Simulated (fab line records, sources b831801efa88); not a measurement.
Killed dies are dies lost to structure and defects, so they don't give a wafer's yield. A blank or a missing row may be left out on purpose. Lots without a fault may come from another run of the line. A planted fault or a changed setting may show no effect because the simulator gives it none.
fab line records | flow sfq_line
record lots=14 wafers=42 last_day=87
route steps=325 shown A5B@209 I5@238 C5@248 M6@261
lots that met no fault: from a run of the same line without faults
start_h: hours from the record's first day to the start of the lot's first wafer shown | wait_h: hours since the lot's step before | " the same as in the row above | L1.1+2: a row that stands for several wafers | - no value, or no start given | * or withheld: withheld | < > ~ a bound
route shown NAME@n: a module of which the file shows steps, and the number in the route of the first | usual: mean/standard deviation of fault-free wafers | same: alike in all rows | chamber/n: place in a boat | sites: the reading at each site | _std_site: their standard deviation | _edge_site: outer sites' mean less inner sites' | radius_mm: how far each site lies from the wafer's centre | mask NAME#n: copy n | behind: the tool/chamber that last shaped the wafer | hold: why the lot was held/for how many hours/how that ended | device: the transistor (n, p or np) that didn't switch | end of line: the same wafers' tests at the end of the route | a step without rows: its recipe alone | killed: dies lost to structure and defects at the first sort, not the wafer's yield | map: a wafer's dies, x killed, . not, _ none there
set.NAME: the setting as run; set.NAME@STEP: as run at that earlier step | model.NAME: the simulator's own value behind a step, which no gauge read
steps of the route over a sample of lots; a table a step, a row a wafer
services: from which hour (start_h, from the record's first day; less than 0 if before it) a tool's chamber was out of use, for how many hours, and why
## steps
# step SFQ_TRILAYER_A5B_DEP_PECVD_129
# recipe material=SiO2 temp_c=150 time_s=133.33 pressure_torr=2.4 rf_w=183.3 precursor=SiH4/N2O target_thk_nm=600
# usual heater_power_w=93/17 throttle_valve_pct=24.9/1
# columns lot.wafer tool chamber start_h wait_h heater_power_w throttle_valve_pct
L279.1 pecvd-01 0 1439.37 0.0 75 23.1
L279.3 " 2 " " 73 23.6
L279.4 " 1 " " 86 24.0
L280.2 pecvd-02 2 1448.86 0.0 94 24.2
L280.4 " 2 " " 78 24.3
L280.6 " 0 " " 91 26.2
L281.2 pecvd-02 2 1454.84 0.0 93 24.2
L281.5 " 1 " " 92 23.5
L281.6 " 2 " " 96 24.4
L282.1 pecvd-01 0 1481.56 0.0 77 23.1
L282.5 " 2 " " 63 23.5
L282.6 " 0 " " 78 23.2
L283.1 pecvd-03 1 1483.96 0.0 117 26.1
L283.2 " 0 " " 91 24.3
L283.4 " 2 " " 113 25.7
L288.3 pecvd-03 2 1623.67 0.0 116 25.8
L288.4 " 1 " " 129 26.4
L288.5 " 2 " " 102 25.4
L289.1 pecvd-02 1 1626.07 0.0 85 24.3
L289.3 " 2 " " 86 24.9
L289.6 " 0 " " 85 26.8
L292.1 pecvd-03 1 1639.27 0.0 128 26.3
L292.5 " 1 " " 132 26.4
L292.6 " 0 " " 89 24.7
L294.1 pecvd-02 1 1647.15 0.0 98 24.4
L294.3 " 2 " " 91 25.3
L294.4 " 2 " " 92 25.2
L295.1 pecvd-01 1 1648.35 0.0 84 24.2
L295.3 " 0 " " 65 23.7
L295.4 " 0 " " 70 23.6
L296.2 pecvd-02 2 1650.75 0.0 89 25.0
L296.3 " 0 " " 87 26.8
L296.6 " 1 " " 89 24.2
L297.1 pecvd-02 1 1654.47 0.0 88 24.4
L297.4 " 1 " " 92 23.8
L297.5 " 2 " " 89 24.9
L298.2 pecvd-02 1 1672.28 0.0 95 24.5
L298.3 " 0 " " 85 26.8
L298.4 " 0 " " 89 26.9
L301.2 pecvd-01 2 1681.88 0.0 71 24.2
L301.5 " 1 " " 80 24.2
L301.6 " 2 " " 75 24.4
# step SFQ_TRILAYER_I5_STRIP_STRIP_148
# recipe gas=O2 power_w=200 platen_temp_c=40 overash_fraction=0.65 chemistry=O2 pressure_mtorr=50
# usual chamber_pressure_mTorr=50.00/0.041 drypump_motor_current_A=5.8/0.41 oes_product_au=1.003/0.016
# columns lot.wafer tool chamber start_h wait_h chamber_pressure_mTorr drypump_motor_current_A oes_product_au rf_hours_counter_h
L279.1 rie_metal-04 0 1457.60 - 50.01 5.0 1.018 111
L279.3 " 1 " " 49.94 5.8 1.015 -
L279.4 " 0 " " 50.01 5.0 1.023 -
L280.2 rie_metal-04 0 1467.20 - 50.02 5.0 1.014 112
L280.4 " 0 " " 50.04 5.0 1.012 -
L280.6 " 0 " " 50.00 5.0 1.014 -
L281.2 rie_metal-02 1 1469.21 - 50.00 5.7 0.983 124
L281.5 " 1 " " 49.96 5.7 0.981 -
L281.6 " 0 " " 50.01 5.6 1.004 -
L282.1 rie_metal-04 1 1687.05 - 49.95 5.8 1.015 89
L282.5 " 0 " " 49.92 5.0 0.993 -
L282.6 " 1 " " 49.96 5.8 1.025 -
L283.1 rie_metal-04 0 1694.25 - 50.04 5.0 0.984 23
L283.2 " 1 " " 49.98 5.8 1.030 90
L283.4 " 1 " " 49.99 5.8 1.024 -
L288.3 rie_metal-04 0 1737.55 - 49.97 5.0 0.990 -
L288.4 " 1 " " 50.05 5.8 1.001 -
L288.5 " 0 " " 49.98 5.0 0.983 -
L289.1 rie_metal-01 1 1742.15 - 50.00 6.3 0.971 92
L289.3 " 0 " " 49.93 6.2 1.030 -
L289.6 " 1 " " 49.99 6.3 0.978 -
L292.1 rie_metal-02 1 1754.15 - 49.95 5.7 1.006 33
L292.5 " 1 " " 50.02 5.7 0.987 -
L292.6 " 0 " " 49.97 5.6 0.995 -
L294.1 rie_metal-01 1 1760.15 - 50.01 6.3 0.988 95
L294.3 " 1 " " 49.97 6.3 0.980 -
L294.4 " 0 " " 49.99 6.1 1.023 -
L295.1 rie_metal-04 0 1762.55 - 49.98 5.0 0.972 32
L295.3 " 1 " " 50.03 5.8 0.988 -
L295.4 " 0 " " 50.02 5.0 0.981 -
L296.2 rie_metal-02 0 1763.75 - 50.05 5.7 1.004 101
L296.3 " 0 " " 50.02 5.6 1.002 -
L296.6 " 1 " " 50.01 5.7 0.989 -
L297.1 rie_metal-04 1 1767.35 - 50.02 5.8 1.006 100
L297.4 " 1 " " 49.94 5.8 1.018 -
L297.5 " 0 " " 50.13 5.0 0.991 -
L298.2 rie_metal-01 0 1775.75 - 49.94 6.1 1.015 56
L298.3 " 0 " " 50.08 6.1 1.027 -
L298.4 " 1 " " 50.02 6.3 0.985 -
L301.2 rie_metal-02 0 1787.75 - 49.96 5.6 0.998 105
L301.5 " 1 " " 50.05 5.8 0.987 -
L301.6 " 0 " " 49.97 5.7 0.995 -
# step SFQ_TRILAYER_C5_ETCH_VIA_ETCH_154
# recipe target=SiO2 mask_material=PR chemistry=CHF3 target_depth_nm=84 source_w=500 bias_w=80 pressure_mtorr=30 time_s=withheld stop_on=Nb
# usual chamber_pressure_mTorr=30.005/0.026 drypump_motor_current_A=5.8/0.45 oes_product_au=0.898/0.0092 rf_fwd_power_W=496.5/2
# columns lot.wafer tool chamber start_h wait_h chamber_pressure_mTorr drypump_motor_current_A oes_product_au rf_fwd_power_W
L279.1 rie_diel-03 2 1463.45 0.0 30.036 6.8 0.887 495.8
L279.3 " 0 " " 30.045 6.1 0.898 494.4
L279.4 " 1 " " 29.962 5.3 0.894 495.7
L280.2 rie_diel-03 0 1471.46 0.0 29.972 6.1 0.891 493.9
L280.4 " 2 " " 30.020 6.7 0.891 496.2
L280.6 " 2 " " 30.030 6.7 0.907 496.3
L281.2 rie_diel-04 0 1472.66 0.0 29.984 5.3 0.903 496.3
L281.5 " 1 " " 29.990 6.0 0.895 500.3
L281.6 " 0 " " 29.992 5.3 0.900 494.2
L282.1 rie_diel-01 3 1721.50 0.0 30.020 5.2 0.887 498.8
L282.5 " 2 " " 30.027 6.0 0.890 495.6
L282.6 " 1 " " 30.054 5.8 0.900 496.5
L283.1 rie_diel-01 2 1791.20 0.0 29.988 6.0 0.896 496.5
L283.2 " 3 " " 29.987 5.2 0.884 494.0
L283.4 " 2 " " 29.995 6.0 0.909 497.2
L288.3 rie_diel-03 1 1827.20 0.0 30.029 5.2 0.906 415.5
L288.4 " 0 " " 29.998 6.1 0.918 496.2
L288.5 " 2 " " 30.025 6.7 0.914 500.1
L289.1 rie_diel-03 2 1831.06 0.0 30.000 6.7 0.894 496.9
L289.3 " 0 " " 30.010 6.1 0.888 492.8
L289.6 " 1 " " 30.030 5.3 0.912 418.3
L292.1 rie_diel-01 0 1839.46 0.0 30.004 5.8 0.901 496.0
L292.5 " 2 " " 30.017 6.0 0.906 496.1
L292.6 " 1 " " 30.016 5.9 0.910 498.9
L294.1 rie_diel-04 2 1847.86 0.0 30.008 5.6 0.909 496.6
L294.3 " 0 " " 29.993 5.3 0.892 496.2
L294.4 " 3 " " 29.995 5.4 0.906 499.1
L295.1 rie_diel-01 2 1850.42 0.0 29.981 6.0 0.902 494.9
L295.3 " 0 " " 30.032 5.8 0.902 498.7
L295.4 " 1 " " 30.057 5.8 0.894 496.2
L296.2 rie_diel-04 1 1850.95 0.0 30.021 6.0 0.905 496.5
L296.3 " 2 " " 29.996 5.6 0.887 496.3
L296.6 " 2 " " 29.997 5.6 0.898 498.6
L297.1 rie_diel-03 3 1854.55 0.0 29.968 6.3 0.888 494.2
L297.4 " 2 " " 29.998 6.7 0.900 500.7
L297.5 " 3 " " 30.021 6.3 0.915 494.4
L298.2 rie_diel-01 1 1860.55 0.0 30.076 5.9 0.895 497.3
L298.3 " 2 " " 29.995 6.0 0.896 496.6
L298.4 " 0 " " 29.983 5.8 0.907 496.4
L301.2 rie_diel-04 0 1870.15 0.0 30.028 5.3 0.893 495.5
L301.5 " 3 " " 29.994 5.4 0.904 498.5
L301.6 " 0 " " 29.994 5.3 0.899 498.7
# step SFQ_M6_OVL_MEAS_940
# usual M6_OVL=-2/5.6
# columns lot.wafer tool chamber start_h wait_h M6_OVL[nm]
L279.1 overlay-02 - 1562.35 0.1 4
L279.3 " - " " 6
L279.4 " - " " 5
L280.2 overlay-02 - 1569.56 0.1 2
L280.4 " - " " 2
L280.6 " - " " 0
L281.2 overlay-02 - 1573.16 0.1 8
L281.5 " - " " 1
L281.6 " - " " 7
L282.1 overlay-01 - 1730.54 0.1 10
L282.5 " - " " 5
L282.6 " - " " 5
L283.1 overlay-01 - 1797.28 0.1 -10
L283.2 " - " " -8
L283.4 " - " " -12
L288.3 overlay-01 - 1908.28 0.1 -4
L288.4 " - " " 6
L288.5 " - " " -1
L289.1 overlay-01 - 1916.67 0.1 -1
L289.3 " - " " -2
L289.6 " - " " -3
L292.1 overlay-01 - 1927.47 0.1 2
L292.5 " - " " 1
L292.6 " - " " -2
L294.1 overlay-01 - 1939.47 0.1 -2
L294.3 " - " " 0
L294.4 " - " " 2
L295.1 overlay-01 - 1943.07 0.1 9
L295.3 " - " " 6
L295.4 " - " " 4
L296.2 overlay-01 - 1944.27 0.1 -5
L296.3 " - " " -9
L296.6 " - " " -5
L297.1 overlay-01 - 1948.31 0.1 -3
L297.4 " - " " -3
L297.5 " - " " -1
L298.2 overlay-01 - 1954.32 0.1 0
L298.3 " - " " -4
L298.4 " - " " 3
L301.2 overlay-02 - 1962.72 0.1 1
L301.5 " - " " 2
L301.6 " - " " -3
## services
# columns tool chamber start_h hours kind
rie_diel-01 0 1426.46 1.6 repair
pecvd-02 1 1430.18 12.4 repair
rie_diel-03 - 1448.79 0.2 repair
rie_diel-01 3 1460.54 5.7 repair
pecvd-02 1 1474.02 5.5 repair
rie_diel-03 3 1490.79 1.6 repair
rie_diel-03 2 1503.37 3.5 repair
rie_diel-03 - 1562.79 0.9 repair
rie_diel-01 - 1586.73 0.3 repair
rie_diel-03 - 1587.88 4.3 pm
pecvd-02 - 1603.52 1.9 repair
rie_diel-01 2 1614.28 2.7 repair
rie_diel-03 1 1620.14 2.1 repair
rie_diel-01 2 1698.50 2.0 repair
pecvd-02 2 1730.75 4.8 repair
rie_diel-01 2 1763.00 22.7 repair
rie_diel-03 1 1771.98 2.5 repair
rie_metal-04 1 1777.14 2.5 repair
rie_diel-01 0 1777.72 15.5 repair
rie_metal-04 0 1787.55 15.9 repair
rie_diel-03 - 1791.39 1.0 repair
pecvd-02 - 1806.04 0.3 repair
rie_diel-01 - 1807.19 15.6 pm
rie_diel-03 1 1851.09 11.9 repair
## key
first_sign step=SFQ_TRILAYER_C5_ETCH_VIA_ETCH_154 reading=rf_fwd_power_W direction=down sigmas=41 usual=496.5 struck=416.9
effect none on later readings
met_at SFQ_TRILAYER_C5_ETCH_VIA_ETCH_154
struck_lots L288,L289
struck_wafers L288.3,L289.6
not_acting_at SFQ_TRILAYER_A5B_DEP_PECVD_129,SFQ_TRILAYER_I5_STRIP_STRIP_148,SFQ_M6_OVL_MEAS_940
onset_between 1463.45 1827.20
fault kind=process_parameter_drift tool=rie_diel-03 chamber=1 onset_h=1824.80 steps=SFQ_TRILAYER_C5_ETCH_VIA_ETCH_154 channel=source_w offset=-80 shape=step end_h=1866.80 acts_in=these_recipes_only stated=500
